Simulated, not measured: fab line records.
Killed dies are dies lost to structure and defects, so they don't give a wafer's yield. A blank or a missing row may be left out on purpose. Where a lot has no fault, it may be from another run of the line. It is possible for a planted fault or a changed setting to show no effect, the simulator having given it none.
8D (eight disciplines) problem report, filled in by code | flow sky130 | the parts of the form that need people (team, actions taken, sign-off) are left out

== 1. WHAT IS WRONG ==
At SKY_PAD_OPEN_PROBE_99, killedAtFrontEnd averages 57 over 4 wafers from 3 lots, while fault-free wafers read 15, standard deviation 4.5. That puts it +9.3 standard deviations away from the usual mean.
Earliest sighting: wafer L285.4 on prober-01 at day 47 07:40. Wafers with a number at this step in the record: 39, from 13 lots. By rule, "out" or "out of limits" means more than 4 standard deviations away from the usual mean. The other wafers with a number count as sound.

== 2. WHAT IT IS, AND WHAT IT ISN'T ==
question                    | is                             | is not
which readings at this step | killedAtFrontEnd               | killed_at_M0_to_M3, killed_at_M4_up, killedAtContacts, killedAtOther, killedOpen, killedShort
which lots                  | L285, L286, L287               | L279, L280, L281, L283, L294, L295, L297, L298, L300, L301
which wafers of those lots  | L285.4, L286.2, L286.5, L287.3 | L285.3, L285.6, L286.3, L287.1, L287.4
read on which tools         | prober-01, prober-02           | -
when                        | from day 47 07:40              | up to then (13 sound wafers); but 22 sound wafers of L285, L286, L287, L294, L295, L297, L298, L300, L301 came after

== 3. WHAT RULES OUT EACH SUSPECT ==
Counting: any tool at a process step up to the reading remains a suspect provided it ran every lot that is out. Sound lots after the first of them don't rule it out here, since some wafers of a struck lot are sound.
- plasmaAsher-01 at SKY_POLY_CUT_STRIP_12 (strips in O2/N2): kept. Every lot that is out went through it, the first being L285 (day 26 06:31); the last sound lot it ran before that was L281 (day 24 19:08).
- At SKY_POLY_CUT_STRIP_12 on plasmaAsher-01, chamber 0 took the sound wafers of the same lots and chamber 1 took the wafers that are out.
Left after counting: plasmaAsher-01 at SKY_POLY_CUT_STRIP_12.

== 4. THE CAUSE (what the simulator had put in) ==
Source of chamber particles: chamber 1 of plasmaAsher-01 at SKY_POLY_CUT_STRIP_12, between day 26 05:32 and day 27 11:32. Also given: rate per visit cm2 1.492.
Only this tool survived the counting.

== 5. SEQUENCE OF EFFECTS, ordered by route ==
Each row: a reading where the mean over the struck wafers with a number is more than 3 standard deviations away from the usual. Readings are gone through only where the record gives a usual standard deviation; hours: the median, over the lots, of the time from a lot's start at the first step in this table giving one to that lot's start at this step; sigmas: the change measured in usual standard deviations.
hours | step                  | reading          | usual | on struck wafers | change | sigmas
0     | SKY_PAD_OPEN_PROBE_99 | killedAtFrontEnd | 15    | 57               | +42    | +9.3
0     | SKY_PAD_OPEN_PROBE_99 | killedDies       | 86    | 123              | +37    | +3.9
It contains these process steps:
- SKY_PAD_OPEN_PROBE_99

== 6. HOW IT WOULD HAVE BEEN CAUGHT EARLIER ==
The fault began at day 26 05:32; the first out-of-limits reading in this record came at day 47 07:40, 506 hours later.
Of the tool readings at SKY_POLY_CUT_STRIP_12 for which the record gives a usual standard deviation, none was out on any struck wafer, so an alarm limit of 4 standard deviations on them would not have fired.
By day 47 07:40 the whole set of lots that are out, 3 in number, had already begun SKY_POLY_CUT_STRIP_12 on plasmaAsher-01. Had the tool been put on hold then, not one of them would have been saved.
